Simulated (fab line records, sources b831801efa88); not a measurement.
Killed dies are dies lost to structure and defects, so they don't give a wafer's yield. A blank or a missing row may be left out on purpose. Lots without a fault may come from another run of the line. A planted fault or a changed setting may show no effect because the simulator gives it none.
fab line records | flow gf180mcu
record lots=12 wafers=36 last_day=34
route steps=602 shown LVPWELL@63 CONTACT@311 M1@329
lots that met no fault: from a run of the same line without faults
start_h: hours from the record's first day to the start of the lot's first wafer shown | wait_h: hours since the lot's step before | " the same as in the row above | L1.1+2: a row that stands for several wafers | - no value, or no start given | * or withheld: withheld | < > ~ a bound
route shown NAME@n: a module of which the file shows steps, and the number in the route of the first | usual: mean/standard deviation of fault-free wafers | same: alike in all rows | chamber/n: place in a boat | sites: the reading at each site | _std_site: their standard deviation | _edge_site: outer sites' mean less inner sites' | radius_mm: how far each site lies from the wafer's centre | mask NAME#n: copy n | behind: the tool/chamber that last shaped the wafer | hold: why the lot was held/for how many hours/how that ended | device: the transistor (n, p or np) that didn't switch | end of line: the same wafers' tests at the end of the route | a step without rows: its recipe alone | killed: dies lost to structure and defects at the first sort, not the wafer's yield | map: a wafer's dies, x killed, . not, _ none there
set.NAME: the setting as run; set.NAME@STEP: as run at that earlier step | model.NAME: the simulator's own value behind a step, which no gauge read
steps of the route over a sample of lots; a table a step, a row a wafer
services: from which hour (start_h, from the record's first day; less than 0 if before it) a tool's chamber was out of use, for how many hours, and why
## steps
# step GF_LVPWELL_IMPLANT_09
# recipe species=B energy_kev=58.36 dose_cm2=5e+12 tilt_deg=0
# usual beam_energy_keV=58.360/0.017 dose_ions_cm2=5e+12/5.4e+09 faraday_current_uA=28.2/0.55
# columns lot.wafer tool chamber start_h wait_h beam_energy_keV dose_ions_cm2 faraday_current_uA
L981.3 implanter-02 0 67.69 0.1 58.368 4.997e+12 28.3
L981.4 " 0 " " 58.338 5.003e+12 28.7
L981.6 " 0 " " 58.332 5.002e+12 28.2
L983.2 implanter-01 0 81.61 0.1 58.374 5.012e+12 28.2
L983.3 " 0 " " 58.371 5.008e+12 28.0
L983.6 " 0 " " 58.356 5.014e+12 28.7
L984.2 implanter-04 0 86.50 0.1 58.357 4.995e+12 28.9
L984.3 " 0 " " 58.357 5.003e+12 28.2
L984.5 " 0 " " 58.373 5.008e+12 27.6
L988.2 implanter-02 0 109.55 0.1 58.364 4.991e+12 27.8
L988.4 " 0 " " 58.339 4.996e+12 28.2
L988.6 " 0 " " 58.383 4.994e+12 27.8
L990.1 implanter-04 0 118.23 0.1 58.353 4.994e+12 28.6
L990.3 " 0 " " 58.349 4.992e+12 27.8
L990.5 " 0 " " 58.345 5.003e+12 29.2
L991.1 implanter-04 0 125.83 0.1 58.356 5.001e+12 28.1
L991.3 " 0 " " 58.346 4.998e+12 28.4
L991.6 " 0 " " 58.331 4.999e+12 28.1
L993.2 implanter-01 0 135.36 0.1 58.357 5.008e+12 28.2
L993.3 " 0 " " 58.367 5.002e+12 27.6
L993.5 " 0 " " 58.377 4.994e+12 28.2
L995.1 implanter-04 0 147.85 0.1 58.367 2.029e+12 11.4
L995.2 " 0 " " 58.353 2.023e+12 11.2
L995.6 " 0 " " 58.362 2.029e+12 11.8
L996.3 implanter-04 0 152.63 0.1 58.323 2.018e+12 11.4
L996.5 " 0 " " 58.345 2.02e+12 11.7
L996.6 " 0 " " 58.346 2.017e+12 11.4
L102.2 implanter-01 0 186.55 0.1 58.360 4.993e+12 28.8
L102.4 " 0 " " 58.364 4.995e+12 28.7
L102.6 " 0 " " 58.362 4.998e+12 28.5
L103.2 implanter-02 0 195.13 1.1 58.366 5.001e+12 29.2
L103.3 " 0 " " 58.393 5.003e+12 28.9
L103.5 " 0 " " 58.370 5e+12 27.7
L104.1 implanter-01 0 197.08 0.1 58.355 5.005e+12 28.6
L104.3 " 0 " " 58.354 4.996e+12 28.1
L104.6 " 0 " " 58.348 5.004e+12 28.3
# step GF_LVPWELL_TW_MEAS_11
# usual LVPWELL_TW=557/3.9
# columns lot.wafer tool chamber start_h wait_h LVPWELL_TW
L981.3 film_metro-02 - 67.91 0.1 561
L981.4 " - " " 561
L981.6 " - " " 562
L983.2 film_metro-01 - 81.84 0.1 556
L983.3 " - " " 556
L983.6 " - " " 558
L984.2 film_metro-03 - 86.74 0.1 557
L984.3 " - " " 557
L984.5 " - " " 556
L988.2 film_metro-03 - 109.79 0.1 560
L988.4 " - " " 565
L988.6 " - " " 560
L990.1 film_metro-01 - 118.48 0.1 558
L990.3 " - " " 554
L990.5 " - " " 553
L991.1 film_metro-01 - 126.08 0.1 552
L991.3 " - " " 553
L991.6 " - " " 551
L993.2 film_metro-02 - 135.59 0.1 560
L993.3 " - " " 564
L993.5 " - " " 563
L995.1 film_metro-01 - 148.10 0.1 533
L995.2 " - " " 531
L995.6 " - " " 532
L996.3 film_metro-01 - 152.85 0.1 528
L996.5 " - " " 528
L996.6 " - " " 528
L102.2 film_metro-01 - 186.79 0.1 556
L102.4 " - " " 555
L102.6 " - " " 554
L103.2 film_metro-01 - 195.36 0.1 558
L103.3 " - " " 556
L103.5 " - " " 553
L104.1 film_metro-02 - 197.33 0.1 557
L104.3 " - " " 554
L104.6 " - " " 559
# step GF_VT_IMPLANT_RS_MEAS_48
# recipe thk_meas_gauge=four-point-probe
# usual LVPWELL_RS=1195/3.1
# columns lot.wafer tool chamber start_h wait_h LVPWELL_RS[ohm/sq]
L981.3 film_metro-01 - 156.49 0.1 1202
L981.4 " - " " 1199
L981.6 " - " " 1198
L983.2 film_metro-03 - 173.35 0.1 1195
L983.3 " - " " 1195
L983.6 " - " " 1194
L984.2 film_metro-03 - 178.73 0.1 1198
L984.3 " - " " 1194
L984.5 " - " " 1196
L988.2 film_metro-03 - 205.20 0.1 1193
L988.4 " - " " 1192
L988.6 " - " " 1193
L990.1 film_metro-01 - 217.19 0.1 1194
L990.3 " - " " 1194
L990.5 " - " " 1192
L991.1 film_metro-03 - 226.15 0.1 1189
L991.3 " - " " 1189
L991.6 " - " " 1193
L993.2 film_metro-01 - 237.05 0.1 1194
L993.3 " - " " 1191
L993.5 " - " " 1190
L995.1 film_metro-02 - 251.13 0.1 1364
L995.2 " - " " 1356
L995.6 " - " " 1358
L996.3 film_metro-02 - 256.78 0.1 1362
L996.5 " - " " 1362
L996.6 " - " " 1363
L102.2 film_metro-01 - 300.26 0.1 1195
L102.4 " - " " 1194
L102.6 " - " " 1199
L103.2 film_metro-02 - 310.07 0.1 1197
L103.3 " - " " 1193
L103.5 " - " " 1195
L104.1 film_metro-01 - 311.28 0.1 1193
L104.3 " - " " 1189
L104.6 " - " " 1192
# step GF_CONTACT_CVD_24
# recipe material=W target_thk_nm=300 time_s=90.339 temp_c=400 pressure_torr=40
# usual heater_power_w=823/67
# columns lot.wafer tool chamber start_h wait_h heater_power_w
L981.3 cvd_w-01 0 364.32 0.1 794
L981.4 " 1 " " 921
L981.6 " 1 " " 948
L983.2 cvd_w-02 0 382.81 0.0 838
L983.3 " 1 " " 785
L983.6 " 1 " " 808
L984.2 cvd_w-01 1 391.29 0.0 927
L984.3 " 0 " " 779
L984.5 " 0 " " 788
L988.2 cvd_w-01 1 436.17 0.0 929
L988.4 " 0 " " 804
L988.6 " 0 " " 816
L990.1 cvd_w-02 0 447.13 0.0 764
L990.3 " 0 " " 751
L990.5 " 1 " " 752
L991.1 cvd_w-02 1 459.76 0.0 780
L991.3 " 1 " " 785
L991.6 " 1 " " 764
L993.2 cvd_w-02 1 474.33 0.1 755
L993.3 " 1 " " 764
L993.5 " 1 " " 768
L995.1 cvd_w-01 1 491.42 0.0 941
L995.2 " 0 " " 807
L995.6 " 0 " " 804
L996.3 cvd_w-02 1 495.00 0.1 765
L996.5 " 1 " " 758
L996.6 " 0 " " 761
L102.2 cvd_w-01 1 544.93 0.0 913
L102.4 " 1 " " 913
L102.6 " 1 " " 925
L103.2 cvd_w-01 1 552.58 0.0 920
L103.3 " 0 " " 815
L103.5 " 0 " " 819
L104.1 cvd_w-02 1 559.03 0.0 768
L104.3 " 1 " " 761
L104.6 " 1 " " 767
# step GF_M1_CD_MEAS_14
# recipe target_cd_nm=230
# usual cd_nm=230.2/1.2
# columns lot.wafer tool chamber start_h wait_h cd_nm
L981.3 cd_sem-02 - 386.80 0.1 230.2
L981.4 " - " " 229.7
L981.6 " - " " 229.6
L983.2 cd_sem-01 - 407.12 0.1 230.3
L983.3 " - " " 230.4
L983.6 " - " " 230.6
L984.2 cd_sem-01 - 415.12 0.1 229.4
L984.3 " - " " 230.7
L984.5 " - " " 232.4
L988.2 cd_sem-02 - 461.58 0.1 231.5
L988.4 " - " " 229.5
L988.6 " - " " 228.9
L990.1 cd_sem-02 - 472.19 0.1 229.8
L990.3 " - " " 229.5
L990.5 " - " " 229.1
L991.1 cd_sem-01 - 485.11 0.1 231.1
L991.3 " - " " 230.4
L991.6 " - " " 230.0
L993.2 cd_sem-02 - 499.02 0.1 230.6
L993.3 " - " " 230.2
L993.5 " - " " 229.9
L995.1 cd_sem-01 - 516.01 0.1 229.2
L995.2 " - " " 229.6
L995.6 " - " " 229.4
L996.3 cd_sem-01 - 519.70 0.1 227.9
L996.5 " - " " 227.7
L996.6 " - " " 227.7
L102.2 cd_sem-01 - 568.32 0.1 228.2
L102.4 " - " " 229.0
L102.6 " - " " 230.3
L103.2 cd_sem-01 - 575.82 0.1 229.8
L103.3 " - " " 231.1
L103.5 " - " " 230.9
L104.1 cd_sem-01 - 582.05 0.1 230.1
L104.3 " - " " 229.1
L104.6 " - " " 229.2
# step GF_M1_STRIP_17
# recipe chemistry=O2/N2 power_w=1400 pressure_mtorr=1500 platen_temp_c=250 o2_flow_sccm=3000 n2_flow_sccm=300 overash_fraction=0.5
# usual drypump_motor_current_A=5.60/0.25 heater_power_w=327/30 oes_product_au=0.535/0.0053 strip_time_to_endpoint_s=7.32/0.056
# columns lot.wafer tool chamber start_h wait_h drypump_motor_current_A heater_power_w oes_product_au rf_hours_counter_h strip_time_to_endpoint_s
L981.3 plasma_asher-04 1 387.08 0.1 5.29 374 0.542 - 7.31
L981.4 " 0 " " 5.56 310 0.536 - 7.33
L981.6 " 0 " " 5.57 311 0.537 - 7.38
L983.2 plasma_asher-01 0 407.39 0.1 5.61 286 0.536 30 7.27
L983.3 " 1 " " 5.93 330 0.535 - 7.33
L983.6 " 1 " " 5.94 318 0.531 - 7.29
L984.2 plasma_asher-04 1 415.39 0.1 5.29 361 0.528 61 7.20
L984.3 " 0 " " 5.58 304 0.520 - 7.20
L984.5 " 0 " " 5.59 312 0.527 - 7.21
L988.2 plasma_asher-04 1 461.85 0.1 5.27 378 0.533 66 7.31
L988.4 " 0 " " 5.55 311 0.538 - 7.30
L988.6 " 1 " " 5.32 366 0.529 - 7.27
L990.1 plasma_asher-01 0 472.47 0.1 5.58 286 0.532 37 7.38
L990.3 " 0 " " 5.57 287 0.544 - 7.39
L990.5 " 0 " " 5.58 282 0.537 - 7.37
L991.1 plasma_asher-04 0 485.40 0.1 5.55 308 0.530 68 7.37
L991.3 " 0 " " 5.54 313 0.532 - 7.32
L991.6 " 1 " " 5.28 384 0.534 - 7.33
L993.2 plasma_asher-04 0 499.29 0.1 5.56 304 0.527 70 7.26
L993.3 " 0 " " 5.53 314 0.541 - 7.24
L993.5 " 0 " " 5.55 313 0.525 - 7.23
L995.1 plasma_asher-01 0 516.51 0.3 5.56 283 0.524 41 7.26
L995.2 " 1 " " 5.93 331 0.542 41 7.30
L995.6 " 1 " " 5.93 325 0.531 - 7.26
L996.3 plasma_asher-04 0 519.98 0.1 5.59 308 0.538 - 7.38
L996.5 " 0 " " 5.58 313 0.530 - 7.32
L996.6 " 1 " " 5.29 372 0.532 - 7.42
L102.2 plasma_asher-01 0 568.59 0.1 5.58 280 0.535 47 7.22
L102.4 " 0 " " 5.60 280 0.535 - 7.30
L102.6 " 0 " " 5.57 284 0.532 - 7.29
L103.2 plasma_asher-04 1 576.13 0.1 5.26 370 0.542 78 7.39
L103.3 " 0 " " 5.56 310 0.539 - 7.38
L103.5 " 1 " " 5.29 375 0.533 - 7.36
L104.1 plasma_asher-01 0 582.34 0.1 5.60 283 0.540 49 7.35
L104.3 " 1 " " 5.93 327 0.533 - 7.32
L104.6 " 0 " " 5.59 281 0.531 - 7.22
## services
# columns tool chamber start_h hours kind
plasma_asher-04 - 44.19 2.4 repair
plasma_asher-01 - 91.69 3.5 repair
plasma_asher-01 - 108.75 9.0 pm
implanter-04 - 113.72 1.9 repair
implanter-04 - 137.14 5.2 pm
cvd_w-01 - 150.79 0.9 repair
plasma_asher-01 - 185.61 2.8 pm
cvd_w-01 1 227.71 8.3 repair
cvd_w-02 - 241.29 2.8 pm
cvd_w-01 - 258.26 6.9 pm
cvd_w-02 - 280.84 0.4 repair
cvd_w-01 0 302.59 14.9 repair
plasma_asher-04 - 308.97 1.9 repair
cvd_w-02 - 318.03 0.3 repair
plasma_asher-01 - 329.43 1.4 repair
cvd_w-02 0 353.23 9.8 repair
plasma_asher-04 - 369.76 1.5 repair
cvd_w-01 - 377.63 2.6 repair
cvd_w-02 - 390.00 14.0 pm
implanter-04 - 416.09 3.4 pm
cvd_w-02 0 451.61 23.9 repair
cvd_w-02 - 542.16 14.6 pm
cvd_w-01 0 580.57 103.0 repair
plasma_asher-04 - 580.98 2.8 pm
## key
first_sign step=GF_LVPWELL_IMPLANT_09 reading=dose_ions_cm2 direction=down sigmas=99+ usual=5e+12 struck=2.023e+12
effect step=GF_LVPWELL_IMPLANT_09 reading=faraday_current_uA direction=down sigmas=30 usual=28.2 struck=11.5
effect step=GF_LVPWELL_TW_MEAS_11 reading=LVPWELL_TW direction=down sigmas=6.9 usual=557 struck=530
effect step=GF_VT_IMPLANT_RS_MEAS_48 reading=LVPWELL_RS direction=up sigmas=54 usual=1195 struck=1361
met_at GF_LVPWELL_IMPLANT_09
struck_lots L995,L996
tester_left_out L995,L996
not_acting_at GF_CONTACT_CVD_24,GF_M1_CD_MEAS_14,GF_M1_STRIP_17
onset_between 125.83 147.85
earlier_fault kind=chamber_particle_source tool=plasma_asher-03 chamber=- onset_h=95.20 steps=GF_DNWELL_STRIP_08 rate_per_visit_cm2=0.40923 end_h=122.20
fault kind=process_parameter_drift tool=implanter-04 chamber=- onset_h=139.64 steps=GF_LVPWELL_IMPLANT_09 channel=dose_cm2 offset=-2.9757e+12 shape=step end_h=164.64 acts_in=these_recipes_only stated=5e+12
# tester_left_out: of these lots the tester's yield and bins aren't shown, on N5 and GAA mostly nor the transistor test; their killed dies are dies lost to structure and defects alone, not to doping, threshold or leakage, so they don't give the yield
